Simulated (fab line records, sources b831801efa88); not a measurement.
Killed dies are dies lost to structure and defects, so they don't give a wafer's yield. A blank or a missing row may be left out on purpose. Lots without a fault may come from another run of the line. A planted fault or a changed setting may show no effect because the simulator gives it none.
Which tool did it? | flow gf180mcu | 13 lots, 39 wafers sampled, at 5 steps of a route of 602

WHAT THE GAUGES READ, wafer by wafer
GF_M2_CD_MEAS_14: target cd 280 nm. Usual: cd_nm 280.4 nm, standard deviation 1.4.
lot  | measured     | on        | cd_nm (nm)        | flag
L538 | day 19 11:40 | cd_sem-02 | 281.3 280.7 281.1 |
L540 | day 20 06:28 | cd_sem-02 | 280.6 281.3 280.3 |
L541 | day 20 19:05 | cd_sem-02 | 281.9 281.7 281.1 |
L542 | day 21 05:32 | cd_sem-02 | 279.6 278.1 279.1 |
L544 | day 21 20:59 | cd_sem-02 | 281.5 280.7 281.4 |
L547 | day 23 00:07 | cd_sem-01 | 281.5 281.1 281.4 |
L548 | day 23 09:31 | cd_sem-02 | 282.4 279.6 280.8 |
L555 | day 25 19:02 | cd_sem-01 | 279.5 278.8 279.9 |
L556 | day 25 20:03 | cd_sem-02 | 279.7 281.6 280.4 |
L557 | day 26 05:56 | cd_sem-01 | 278.5 279.5 278.8 |
L558 | day 26 10:44 | cd_sem-02 | 280.1 278.9 280.4 |
L560 | day 26 21:35 | cd_sem-01 | 281.3 281.9 283.0 |
L559 | day 27 01:17 | cd_sem-02 | 278.2 277.3 277.4 |

GF_V2_THK_MEAS_01. Usual: V2_CVD_00_THK 602 nm, standard deviation 6.1.
lot  | measured     | on            | V2_CVD_00_THK (nm) | flag
L538 | day 19 12:33 | film_metro-02 | 606 615 606        |
L540 | day 20 07:22 | film_metro-01 | 602 599 597        |
L541 | day 20 20:02 | film_metro-02 | 600 599 599        |
L542 | day 21 06:27 | film_metro-02 | 588 602 596        |
L544 | day 21 21:53 | film_metro-02 | 597 598 602        |
L547 | day 23 01:08 | film_metro-02 | 604 597 603        |
L548 | day 23 10:53 | film_metro-03 | 602 607 596        |
L555 | day 25 19:55 | film_metro-02 | 599 603 611        |
L556 | day 25 21:04 | film_metro-01 | 613 603 591        |
L557 | day 26 06:49 | film_metro-03 | 599 601 597        |
L558 | day 26 11:37 | film_metro-03 | 596 596 602        |
L560 | day 26 22:28 | film_metro-03 | 606 594 606        |
L559 | day 27 02:10 | film_metro-01 | 608 606 602        |

GF_V2_CD_MEAS_14: target cd 260 nm. Usual: cd_nm 259.8 nm, standard deviation 1.3.
lot  | measured     | on        | cd_nm (nm)        | flag
L538 | day 20 13:32 | cd_sem-01 | 260.2 259.4 260.0 |
L540 | day 21 07:18 | cd_sem-02 | 263.0 262.1 264.2 |
L541 | day 21 20:37 | cd_sem-02 | 260.3 260.1 260.0 |
L542 | day 22 06:30 | cd_sem-02 | 260.0 261.1 261.8 |
L544 | day 22 21:30 | cd_sem-01 | 259.0 258.0 258.9 |
L547 | day 24 00:01 | cd_sem-01 | 268.3 267.8 268.3 | OFF
L548 | day 24 09:38 | cd_sem-02 | 269.6 268.4 268.9 | OFF
L555 | day 26 17:42 | cd_sem-01 | 259.7 259.1 258.6 |
L556 | day 26 18:39 | cd_sem-01 | 259.5 258.4 258.7 |
L557 | day 27 04:18 | cd_sem-02 | 259.6 260.3 260.1 |
L558 | day 27 08:40 | cd_sem-02 | 260.9 260.7 261.0 |
L560 | day 27 19:20 | cd_sem-02 | 257.5 257.1 258.0 |
L559 | day 27 22:44 | cd_sem-02 | 259.0 257.8 258.6 |

GF_V2_THK_MEAS_25: measures by xrf. Usual: V2_W_THK 354 nm, standard deviation 6.1.
lot  | measured     | on            | V2_W_THK (nm) | flag
L538 | day 20 14:50 | film_metro-02 | 353 354 352   |
L540 | day 21 08:26 | film_metro-02 | 349 345 352   |
L541 | day 21 21:47 | film_metro-01 | 355 356 355   |
L542 | day 22 08:07 | film_metro-03 | 359 355 359   |
L544 | day 22 22:41 | film_metro-01 | 363 361 360   |
L547 | day 24 01:09 | film_metro-02 | 348 348 355   |
L548 | day 24 10:47 | film_metro-02 | 347 342 342   |
L555 | day 26 18:51 | film_metro-01 | 353 353 352   |
L556 | day 26 19:48 | film_metro-01 | 353 347 347   |
L557 | day 27 05:26 | film_metro-02 | 350 352 350   |
L558 | day 27 09:49 | film_metro-02 | 351 354 358   |
L560 | day 27 20:49 | film_metro-01 | 356 352 351   |
L559 | day 27 23:53 | film_metro-03 | 357 361 363   |

WHICH TOOL RAN EACH LOT (tool, then ch and the chambers of the sampled wafers, then the start)
lot  | GF_V2_SOFTBAKE_10
L538 | litho_track-02 ch 0, day 20 01:00
L540 | litho_track-04 ch 0, day 20 19:00
L541 | litho_track-03 ch 0, day 21 08:00
L542 | litho_track-04 ch 0, day 21 18:00
L544 | litho_track-03 ch 0, day 22 10:00
L547 | litho_track-03 ch 0, day 23 13:00
L548 | litho_track-03 ch 0, day 23 22:00
L555 | litho_track-02 ch 0, day 26 07:00
L556 | litho_track-02 ch 0, day 26 08:00
L557 | litho_track-04 ch 0, day 26 17:00
L558 | litho_track-03 ch 0, day 26 22:00
L560 | litho_track-02 ch 0, day 27 09:00
L559 | litho_track-04 ch 0, day 27 12:00
- GF_V2_SOFTBAKE_10: time 60 s.

WHAT THE TOOLS THEMSELVES READ (means of the sampled wafers that have a number; where no wafer has one, the mark that the record gives instead)
GF_V2_SOFTBAKE_10. Usual: heater_power_total_W 93.04 W, standard deviation 0.061; plate_temp_C 129.96 C, standard deviation 0.15.
lot  | tool           | heater_power_total_W (W) | plate_temp_C (C) | flag
L538 | litho_track-02 | 93.06                    | 130.12           |
L540 | litho_track-04 | 93.06                    | 130.16           |
L541 | litho_track-03 | 93.06                    | 129.90           |
L542 | litho_track-04 | 93.00                    | 129.86           |
L544 | litho_track-03 | 92.98                    | 129.75           |
L547 | litho_track-03 | 95.98                    | 133.17           | OFF
L548 | litho_track-03 | 95.94                    | 133.06           | OFF
L555 | litho_track-02 | 93.05                    | 129.93           |
L556 | litho_track-02 | 93.07                    | 130.02           |
L557 | litho_track-04 | 93.06                    | 129.90           |
L558 | litho_track-03 | 93.05                    | 130.06           |
L560 | litho_track-02 | 93.06                    | 129.89           |
L559 | litho_track-04 | 93.02                    | 129.97           |

THE ANSWER, worked out from the rows above alone
Rule: a lot is off if the mean of its wafers that have a number lies more than 3 standard deviations from the usual mean. A lot without any number at a reading at which 4 lots or more have one is off too. The other lots that the step has rows for count as sound. The gauges are gone through in route order, then the tools' own readings, and for those a lot's mean is taken as printed above. The first step at which some lot is off is used, and at that step the reading that is off furthest; a lot without a number counts as furthest.
Off: L547, L548, at GF_V2_CD_MEAS_14 (cd_nm).
A tool fits if, at a process step before that reading, it ran every lot that is off, and no sound lot after the first of them. The gauges at GF_V2_CD_MEAS_14 aren't tried: what is off there is off at GF_V2_SOFTBAKE_10 too, on other tools, and a gauge's error can't cause that. None of those tried fits.

WHAT THE SIMULATOR HAD PUT IN
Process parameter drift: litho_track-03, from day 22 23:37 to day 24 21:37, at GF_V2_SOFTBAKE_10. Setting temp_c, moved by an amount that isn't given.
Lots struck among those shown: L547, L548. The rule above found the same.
